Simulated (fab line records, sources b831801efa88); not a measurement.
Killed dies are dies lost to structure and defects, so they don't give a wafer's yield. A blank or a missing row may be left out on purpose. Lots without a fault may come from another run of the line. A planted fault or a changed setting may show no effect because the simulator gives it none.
Which tool did it? | flow sky130 | 24 lots, 72 wafers sampled, at 6 steps of a route of 708

WHAT THE GAUGES READ, wafer by wafer
SKY_SONOS_ONO_THK_MEAS_03. Usual: SONOS_ONO_CVD_02_THK 10.49 nm, standard deviation 0.16.
lot  | measured     | on            | SONOS_ONO_CVD_02_THK (nm) | flag
L074 | day 11 11:47 | film_metro-04 | 10.56 10.58 10.62         |
L075 | day 11 20:08 | film_metro-04 | 10.74 10.85 10.75         |
L076 | day 12 03:19 | film_metro-04 | 10.74 10.58 10.61         |
L077 | day 12 12:50 | film_metro-04 | 10.33 10.41 10.38         |
L078 | day 12 21:39 | film_metro-04 | 10.37 10.36 10.43         |
L079 | day 13 04:32 | film_metro-04 | 10.38 10.38 10.41         |
L080 | day 13 15:46 | film_metro-03 | 10.44 10.40 10.44         |
L081 | day 13 19:52 | film_metro-04 | 10.70 10.61 10.74         |
L082 | day 14 08:43 | film_metro-01 | 10.54 10.61 10.46         |
L083 | day 14 14:59 | film_metro-03 | 10.35 10.46 10.50         |
L084 | day 14 19:12 | film_metro-03 | 10.52 10.52 10.66         |
L085 | day 15 07:52 | film_metro-01 | 10.47 10.58 10.63         |
L086 | day 15 14:22 | film_metro-03 | 10.33 10.35 10.21         |
L087 | day 16 01:19 | film_metro-01 | 10.36 10.49 10.31         |
L088 | day 16 11:28 | film_metro-01 | 10.23 10.13 10.05         |
L089 | day 16 12:29 | film_metro-01 | 10.54 10.45 10.58         |
L090 | day 16 22:05 | film_metro-01 | 10.37 10.31 10.43         |
L091 | day 17 03:01 | film_metro-04 | 10.38 10.47 10.38         |
L092 | day 17 08:08 | film_metro-04 | 10.39 10.59 10.41         |
L093 | day 17 21:42 | film_metro-03 | 10.62 10.56 10.52         |
L094 | day 18 04:12 | film_metro-04 | 10.84 10.74 10.69         |
L095 | day 18 14:30 | film_metro-04 | 10.62 10.45 10.59         |
L096 | day 18 18:33 | film_metro-01 | 10.32 10.49 10.35         |
L097 | day 19 02:50 | film_metro-04 | 10.62 10.63 10.71         |

SKY_LDD_HVN_OVL_MEAS_07. Usual: LDD_HVN_OVL 1.2 nm, standard deviation 1.3.
lot  | measured     | on         | LDD_HVN_OVL (nm) | flag
L074 | day 20 03:02 | overlay-01 | 0.8 1.4 0.1      |
L075 | day 20 14:34 | overlay-01 | -0.2 0.3 -0.9    |
L076 | day 20 19:56 | overlay-02 | 1.3 2.0 2.9      |
L077 | day 21 09:20 | overlay-02 | -0.1 2.0 1.0     |
L078 | day 21 18:11 | overlay-02 | 1.8 0.6 1.6      |
L079 | day 22 00:55 | overlay-01 | 2.1 1.2 1.3      |
L080 | day 22 18:23 | overlay-01 | -1.7 -1.1 0.3    |
L081 | day 23 00:20 | overlay-02 | 1.5 1.2 1.1      |
L082 | day 23 10:26 | overlay-01 | 1.2 -1.5 1.4     |
L083 | day 23 19:02 | overlay-01 | 0.6 0.5 2.1      |
L084 | day 24 02:40 | overlay-02 | 0.6 1.7 1.1      |
L085 | day 24 12:19 | overlay-01 | -0.1 2.6 0.5     |
L086 | day 24 22:05 | overlay-02 | 2.8 2.8 1.0      |
L087 | day 25 09:50 | overlay-01 | -1.4 -1.5 -1.4   |
L088 | day 25 17:53 | overlay-02 | 1.0 -0.2 -0.4    |
L089 | day 25 17:31 | overlay-01 | 2.1 0.5 0.6      |
L090 | day 26 14:22 | overlay-01 | 2.3 0.8 3.4      |
L091 | day 26 14:16 | overlay-02 | 0.6 1.3 0.7      |
L092 | day 26 15:16 | overlay-02 | 2.1 1.6 1.3      |
L093 | day 27 01:53 | overlay-02 | -0.5 1.2 2.7     |
L094 | day 27 07:22 | overlay-02 | 1.0 -0.1 0.2     |
L095 | day 27 18:10 | overlay-02 | 2.8 3.6 2.0      |
L096 | day 27 23:31 | overlay-01 | 3.2 2.7 3.8      |
L097 | day 28 06:49 | overlay-02 | 1.7 3.3 1.4      |

SKY_POLY_CUT_CD_MEAS_08: target cd 270 nm. Usual: cd_nm 269.8 nm, standard deviation 1.5.
lot  | measured     | on        | cd_nm (nm)        | flag
L074 | day 24 01:12 | cd_sem-02 | 267.5 268.1 267.7 |
L075 | day 24 12:28 | cd_sem-01 | 269.6 272.1 269.9 |
L076 | day 24 16:22 | cd_sem-02 | 267.5 268.3 269.1 |
L077 | day 25 06:59 | cd_sem-02 | 270.4 270.4 269.4 |
L078 | day 25 16:08 | cd_sem-02 | 271.7 272.7 272.4 |
L079 | day 25 19:34 | cd_sem-02 | 271.7 272.5 271.5 |
L080 | day 26 13:22 | cd_sem-01 | 268.4 266.9 269.1 |
L081 | day 26 19:49 | cd_sem-01 | 269.1 268.5 268.2 |
L082 | day 27 03:38 | cd_sem-01 | 271.7 272.4 272.0 |
L083 | day 27 11:08 | cd_sem-02 | 268.9 268.7 271.0 |
L084 | day 27 19:44 | cd_sem-01 | 270.1 269.9 268.6 |
L085 | day 28 04:25 | cd_sem-01 | 267.2 269.9 269.1 |
L086 | day 28 14:05 | cd_sem-01 | 268.7 268.6 269.0 |
L087 | day 29 03:38 | cd_sem-02 | 268.0 268.7 267.7 |
L088 | day 29 11:52 | cd_sem-01 | 268.2 269.2 268.6 |
L089 | day 29 09:46 | cd_sem-01 | 270.7 270.2 271.4 |
L090 | day 30 07:06 | cd_sem-01 | 271.5 272.9 270.6 |
L091 | day 30 05:52 | cd_sem-01 | 268.4 269.3 268.8 |
L092 | day 30 06:44 | cd_sem-02 | 267.9 268.8 268.2 |
L093 | day 30 15:46 | cd_sem-01 | 268.9 268.2 267.5 |
L094 | day 30 23:00 | cd_sem-02 | 271.2 270.3 269.2 |
L095 | day 31 09:28 | cd_sem-02 | 270.1 271.1 272.2 |
L096 | day 31 13:09 | cd_sem-01 | 270.2 271.2 270.3 |
L097 | day 31 20:37 | cd_sem-02 | 268.9 269.5 270.1 |

SKY_POLY_CUT_OVL_MEAS_09. Usual: POLY_CUT_OVL -3 nm, standard deviation 5.5.
lot  | measured     | on         | POLY_CUT_OVL (nm) | flag
L074 | day 24 01:18 | overlay-01 | 2 -1 5            |
L075 | day 24 12:35 | overlay-01 | -10 -12 -4        |
L076 | day 24 16:29 | overlay-01 | -8 -3 -2          |
L077 | day 25 07:06 | overlay-02 | 0 -7 -2           |
L078 | day 25 16:15 | overlay-02 | 2 3 5             |
L079 | day 25 19:41 | overlay-01 | -7 -4 0           |
L080 | day 26 13:29 | overlay-02 | -2 5 -2           |
L081 | day 26 19:56 | overlay-01 | -14 -5 -9         |
L082 | day 27 03:43 | overlay-02 | 1 -8 -8           |
L083 | day 27 11:16 | overlay-02 | 0 -2 -7           |
L084 | day 27 19:51 | overlay-02 | -4 -1 0           |
L085 | day 28 04:32 | overlay-01 | -3 -4 -5          |
L086 | day 28 14:12 | overlay-02 | 2 7 3             |
L087 | day 29 03:43 | overlay-01 | -8 -7 -5          |
L088 | day 29 11:58 | overlay-02 | -6 -11 -7         |
L089 | day 29 09:53 | overlay-01 | -3 -5 -5          |
L090 | day 30 07:12 | overlay-01 | -5 -13 -7         |
L091 | day 30 05:59 | overlay-02 | 6 6 2             |
L092 | day 30 06:51 | overlay-02 | 2 -1 0            |
L093 | day 30 15:51 | overlay-02 | -3 2 -8           |
L094 | day 30 23:06 | overlay-02 | -4 -9 -6          |
L095 | day 31 09:35 | overlay-02 | 2 -2 -3           |
L096 | day 31 13:15 | overlay-01 | 7 -3 0            |
L097 | day 31 20:44 | overlay-01 | -11 -11 -8        |

SKY_SD_N_TW_MEAS_12. Usual: SD_N_TW 3990, standard deviation 62.
lot  | measured     | on            | SD_N_TW        | flag
L074 | day 27 17:26 | film_metro-02 | 4096 4086 4118 |
L075 | day 28 03:16 | film_metro-02 | 4032 4021 4034 |
L076 | day 28 07:33 | film_metro-01 | 3957 3958 3973 |
L077 | day 28 21:17 | film_metro-03 | 3942 3946 3936 |
L078 | day 29 06:47 | film_metro-02 | 4096 4061 4097 |
L079 | day 29 09:07 | film_metro-02 | 4101 4120 4106 |
L080 | day 30 01:50 | film_metro-02 | 4062 4084 4084 |
L081 | day 30 10:04 | film_metro-01 | 3934 3963 3956 |
L082 | day 30 15:58 | film_metro-01 | 3943 3938 3958 |
L083 | day 31 00:07 | film_metro-01 | 3952 3933 3931 |
L084 | day 31 07:59 | film_metro-03 | 3958 3950 3962 |
L085 | day 31 17:08 | film_metro-03 | 3964 3961 3961 |
L086 | day 32 02:12 | film_metro-02 | 4108 4091 4116 |
L087 | day 32 15:48 | film_metro-02 | 4084 4075 4084 |
L088 | day 32 22:51 | film_metro-03 | 3972 3976 3977 |
L089 | day 32 21:07 | film_metro-03 | 3930 3935 3939 |
L090 | day 33 19:05 | film_metro-03 | 3960 3946 3967 |
L091 | day 33 16:17 | film_metro-01 | 3945 3955 3940 |
L092 | day 33 18:28 | film_metro-03 | 3949 3972 3981 |
L093 | day 34 01:26 | film_metro-03 | 3960 3958 3933 |
L094 | day 34 08:50 | film_metro-01 | 3968 3976 3976 |
L095 | day 34 18:50 | film_metro-03 | 3935 3937 3935 |
L096 | day 34 21:38 | film_metro-01 | 3927 3953 3939 |
L097 | day 35 05:58 | film_metro-03 | 3935 3940 3938 |

WHICH TOOL RAN EACH LOT (tool, then ch and the chambers of the sampled wafers, then the start)
lot  | SKY_LDD_HVP_STRIP_09
L074 | plasma_asher-04 ch 0,1, day 21 09:55
L075 | plasma_asher-01 ch 0,1, day 21 21:31
L076 | plasma_asher-03 ch 0,1, day 22 01:54
L077 | plasma_asher-04 ch 0,1, day 22 15:22
L078 | plasma_asher-04 ch 1, day 23 01:24
L079 | plasma_asher-03 ch 0,1, day 23 07:16
L080 | plasma_asher-04 ch 0,1, day 24 00:43
L081 | plasma_asher-01 ch 0,1, day 24 06:45
L082 | plasma_asher-01 ch 0,1, day 24 16:53
L083 | plasma_asher-04 ch 0,1, day 25 00:00
L084 | plasma_asher-01 ch 0,1, day 25 08:00
L085 | plasma_asher-04 ch 0,1, day 25 17:16
L086 | plasma_asher-03 ch 0,1, day 26 03:19
L087 | plasma_asher-04 ch 0,1, day 26 15:47
L088 | plasma_asher-01 ch 0,1, day 26 23:38
L089 | plasma_asher-03 ch 0,1, day 26 23:00
L090 | plasma_asher-04 ch 0,1, day 27 19:37
L091 | plasma_asher-01 ch 0,1, day 27 19:19
L092 | plasma_asher-01 ch 0,1, day 27 20:16
L093 | plasma_asher-03 ch 0,1, day 28 05:50
L094 | plasma_asher-03 ch 0,1, day 28 11:25
L095 | plasma_asher-04 ch 0,1, day 28 21:36
L096 | plasma_asher-01 ch 0,1, day 29 04:15
L097 | plasma_asher-04 ch 0,1, day 29 10:28
- SKY_LDD_HVP_STRIP_09: strips in O2/N2.

WHAT THE TOOLS THEMSELVES READ (means of the sampled wafers that have a number; where no wafer has one, the mark that the record gives instead)
SKY_LDD_HVP_STRIP_09. Usual: drypump_motor_current_A 6.05 A, standard deviation 0.22; oes_product_au 0.409 a.u., standard deviation 0.0046; strip_time_to_endpoint_s 4.137 s, standard deviation 0.013.
lot  | tool            | drypump_motor_current_A (A) | oes_product_au (a.u.) | strip_time_to_endpoint_s (s) | flag
L074 | plasma_asher-04 | 5.83                        | 0.408                 | 4.134                        |
L075 | plasma_asher-01 | 6.26                        | 0.409                 | 4.137                        |
L076 | plasma_asher-03 | 6.23                        | 0.405                 | 4.134                        |
L077 | plasma_asher-04 | 5.80                        | 0.407                 | 4.133                        |
L078 | plasma_asher-04 | 5.88                        | 0.406                 | 4.144                        |
L079 | plasma_asher-03 | 6.23                        | 0.402                 | 4.142                        |
L080 | plasma_asher-04 | 5.80                        | 0.410                 | 4.131                        |
L081 | plasma_asher-01 | 6.25                        | 0.408                 | 4.136                        |
L082 | plasma_asher-01 | 6.27                        | 0.410                 | 4.138                        |
L083 | plasma_asher-04 | 5.85                        | 0.411                 | 4.146                        |
L084 | plasma_asher-01 | 6.15                        | 0.410                 | 4.152                        |
L085 | plasma_asher-04 | 5.85                        | 0.410                 | 4.147                        |
L086 | plasma_asher-03 | 6.21                        | 0.411                 | 4.128                        |
L087 | plasma_asher-04 | 5.82                        | 0.411                 | 4.154                        |
L088 | plasma_asher-01 | 6.26                        | 0.410                 | 4.126                        |
L089 | plasma_asher-03 | 6.22                        | 0.414                 | 4.126                        |
L090 | plasma_asher-04 | 5.85                        | 0.407                 | 4.131                        |
L091 | plasma_asher-01 | 6.15                        | 0.410                 | 4.135                        |
L092 | plasma_asher-01 | 6.15                        | 0.408                 | 4.130                        |
L093 | plasma_asher-03 | 6.21                        | 0.410                 | 4.130                        |
L094 | plasma_asher-03 | 6.26                        | 0.408                 | 4.137                        |
L095 | plasma_asher-04 | 5.79                        | 0.409                 | 4.131                        |
L096 | plasma_asher-01 | 6.26                        | 0.406                 | 4.139                        |
L097 | plasma_asher-04 | 5.86                        | 0.410                 | 4.141                        |

THE ANSWER, worked out from the rows above alone
Rule: a lot is off if the mean of its wafers that have a number lies more than 3 standard deviations from the usual mean. A lot without any number at a reading at which 4 lots or more have one is off too. The other lots that the step has rows for count as sound. The gauges are gone through in route order, then the tools' own readings, and for those a lot's mean is taken as printed above. The first step at which some lot is off is used, and at that step the reading that is off furthest; a lot without a number counts as furthest.
No lot is off at any reading shown: from this, nothing can be told.

WHAT THE SIMULATOR HAD PUT IN
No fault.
